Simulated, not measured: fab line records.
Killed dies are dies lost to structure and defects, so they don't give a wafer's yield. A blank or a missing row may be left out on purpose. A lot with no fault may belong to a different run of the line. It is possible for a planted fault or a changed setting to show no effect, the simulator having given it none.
Split-lot trial	flow gf180mcu	on a route of 602 steps: 5 lots, 23 wafers read

== THE SPLIT ITSELF ==
At GF_M1_PEB_12 (peb time 90 s), the setting pebTempC was moved away from the recipe's 135 C on 5 of the 23 wafers read, by -2.4% to +1.6%. The other wafers ran this setting at the recipe's value.

== SPLIT TO READING: what lies between them in the file, 1 step ==
- GF_M1_DEVELOP_13: develop time 60 s

== THE READING ==
cdNm (nm) at GF_M1_CD_MEAS_14, where the cd target is 230 nm. Typical for fault-free wafers on this fab line: 230.4 nm, with standard deviation 1.2 nm.

wafer	tool, chamber at the split	pebTempC as run, C	against the recipe	cdNm, nm	against lot-mates on the recipe
L076.1	lithoTrack-02, 0	135	recipe	231.5	-
L076.3	lithoTrack-02, 0	135	recipe	231.5	-
L076.4	lithoTrack-02, 0	135	recipe	231.3	-
L076.5	lithoTrack-02, 0	135	recipe	231.9	-
L076.6	lithoTrack-02, 0	135	recipe	231.0	-
L077.1	lithoTrack-03, 0	135	recipe	230.8	-
L077.3	lithoTrack-03, 0	135	recipe	230.5	-
L077.4	lithoTrack-03, 0	131.7	-2.4%	241.0	+9.9
L077.5	lithoTrack-03, 0	131.7	-2.4%	240.9	+9.8
L077.6	lithoTrack-03, 0	135	recipe	231.9	-
L079.1	lithoTrack-02, 0	135	recipe	232.8	-
L079.2	lithoTrack-02, 0	135	recipe	232.0	-
L079.3	lithoTrack-02, 0	135	recipe	232.4	-
L079.4	lithoTrack-02, 0	135	recipe	231.6	-
L079.5	lithoTrack-02, 0	135	recipe	231.7	-
L080.1	lithoTrack-02, 0	135	recipe	229.2	-
L080.2	lithoTrack-02, 0	137.1	+1.6%	224.3	-4.4
L080.4	lithoTrack-02, 0	137.1	+1.6%	223.7	-5.1
L080.5	lithoTrack-02, 0	135	recipe	228.3	-
L080.6	lithoTrack-02, 0	137.1	+1.6%	224.4	-4.3
L082.2	lithoTrack-02, 0	135	recipe	230.9	-
L082.5	lithoTrack-02, 0	135	recipe	229.7	-
L082.6	lithoTrack-02, 0	135	recipe	229.9	-

THE FIT
A straight line over all 23 wafers: cdNm changes by -4.2 nm for each +1% of pebTempC; r = -0.97; the points scatter about the line by 1.1 nm.
The same after taking each lot's own level away (the mean of its wafers on the recipe; 23 wafers): -3.63 nm for each +1%; r = -0.98; scatter 0.62 nm.
According to that fit, moving pebTempC by its largest amount changes the reading by 8.9 nm.
From 228.75 to 232.10 nm: that is the span of the lots' own levels, equal to 2.8 times the standard deviation above.
Hence the slope depends on the lot-to-lot level, as the two fits are not the same.
Check: +8.66 nm against its lot-mates is what the line predicts for one of the wafers moved furthest among these (-2.4%) when that wafer is left out of the fit. It came out at +9.93 nm against them.

== THE OTHER SPLITS THESE WAFERS WENT THROUGH ==
Other splits were also applied to these wafers ahead of the reading. Each is held against what the fit with the lots' levels taken away leaves over:
other split on the same wafers	wafers away from the commonest value	r with cdNm (lot level and that fit taken away)
GF_CONTACT_PEB_12 pebTimeS	7	-0.30
GF_CONTACT_CVD_24 tempC	7	-0.22
GF_M1_SPUTTER_03 powerW	5	-0.35

== THE WHOLE CHAIN: every reading that the file lists as answering this split, in the file's order ==
step	what it does	reading	change (the file's fit)	r (the file's)
GF_M1_CD_MEAS_14	target cd 230 nm	cdNm	-3.73 nm for each +1% of the setting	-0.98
GF_M1_METAL_ETCH_16	etches the open film in Cl2/BCl3, stops on SiO2, target depth 627.5 nm, time 104.6 s	M1.cdNm (the simulator's own value, which no gauge read)	-3.98 nm for each +1% of the setting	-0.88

== FILE'S OWN FIT ==
cdNm changes by -3.73 nm for each +1% of pebTempC, r = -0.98.
